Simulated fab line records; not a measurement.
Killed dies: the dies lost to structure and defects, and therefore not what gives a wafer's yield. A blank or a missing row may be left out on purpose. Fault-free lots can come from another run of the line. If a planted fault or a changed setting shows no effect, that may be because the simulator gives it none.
Code-filled problem report in 8D (eight disciplines) form | flow sky130 | the parts of the form that need people (team, actions taken, sign-off) are left out

## 1. WHAT WENT WRONG
SONOS_ONO_OXIDATION_THK at SKY_SONOS_ONO_THK_MEAS_01 reads a mean of 2.20 nm on 6 wafers of 2 lots; wafers without a fault read 2.61 nm with a standard deviation of 0.059. That puts it -6.9 standard deviations away from the usual mean.
Earliest sighting: wafer L929.3 on film_metro-02 at day 14 02:38. The record holds 39 wafers of 13 lots with a number at this step. Rule for "out" (also "out of limits"): further than 4 standard deviations from the usual mean. The other wafers with a number count as sound.

## 2. WHAT THIS IS AND IS NOT
question                    | is                           | is not
which readings at this step | SONOS_ONO_OXIDATION_THK      | -
which lots                  | L929, L930                   | L924, L925, L928, L937, L938, L939, L940, L941, L942, L943, L944
which wafers of those lots  | all that have a number       | -
read on which gauges        | film_metro-01, film_metro-02 | film_metro-03
when                        | from day 14 02:38            | up to then (9 sound wafers); but 24 sound wafers of L937, L938, L939, L940, L941, L942, L943, L944 came after

## 3. THE SUSPECTS, EACH WITH WHAT RULES IT OUT
Counting: a tool stays on the suspect list if, at a process step up to the reading, it processed all lots that are out and no sound lot following the first of them.
- ruled out: the gauge at SKY_SONOS_ONO_THK_MEAS_01. Those wafers that are out were read across 2 gauges (film_metro-01, film_metro-02).
- furnace-01 at SKY_SONOS_ONO_OXIDATION_00 (stabilise 600 s, purge 300 s, target thk 2.6 nm): ruled out as a lasting fault. After its first lot that is out, L929 (day 14 01:16), sound lots L938, L940, L941 ran on it.
Left after counting: nothing in the record.

## 4. THE CAUSE (what the simulator had put in)
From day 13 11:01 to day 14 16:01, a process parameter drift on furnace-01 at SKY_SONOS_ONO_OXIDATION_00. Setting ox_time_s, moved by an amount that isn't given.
The count ruled it out by mistake, since the rule takes a fault to strike every lot its tool runs from the start of the fault on, and this one did not do so.

## 5. SEQUENCE OF EFFECTS, ordered by route
Each row: a reading whose mean over the struck wafers that have a number lies more than 3 standard deviations from the usual. Readings are gone through only where the record gives a usual standard deviation; hours: the median, over the lots, of the time from a lot's start at the first step in this table giving one to that lot's start at this step; sigmas: the change measured in usual standard deviations.
hours | step                      | reading                 | usual   | on struck wafers | change | sigmas
0     | SKY_SONOS_ONO_THK_MEAS_01 | SONOS_ONO_OXIDATION_THK | 2.61 nm | 2.20             | -0.41  | -6.9
Later measuring or inspecting steps at which every struck wafer that the step has a row for has a number for every such reading, and none has moved that far: SKY_LI_CONTACT_CD_MEAS_12.

## 6. WHAT WOULD HAVE CAUGHT IT SOONER
The first out-of-limits reading at a measuring or inspecting step in this record came at day 14 02:38, 16 hours after the fault's start at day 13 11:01.
Tool readings at SKY_SONOS_ONO_OXIDATION_00 with a usual standard deviation given in the record: none out on any struck wafer, hence no alarm at a limit of 4 standard deviations on them.
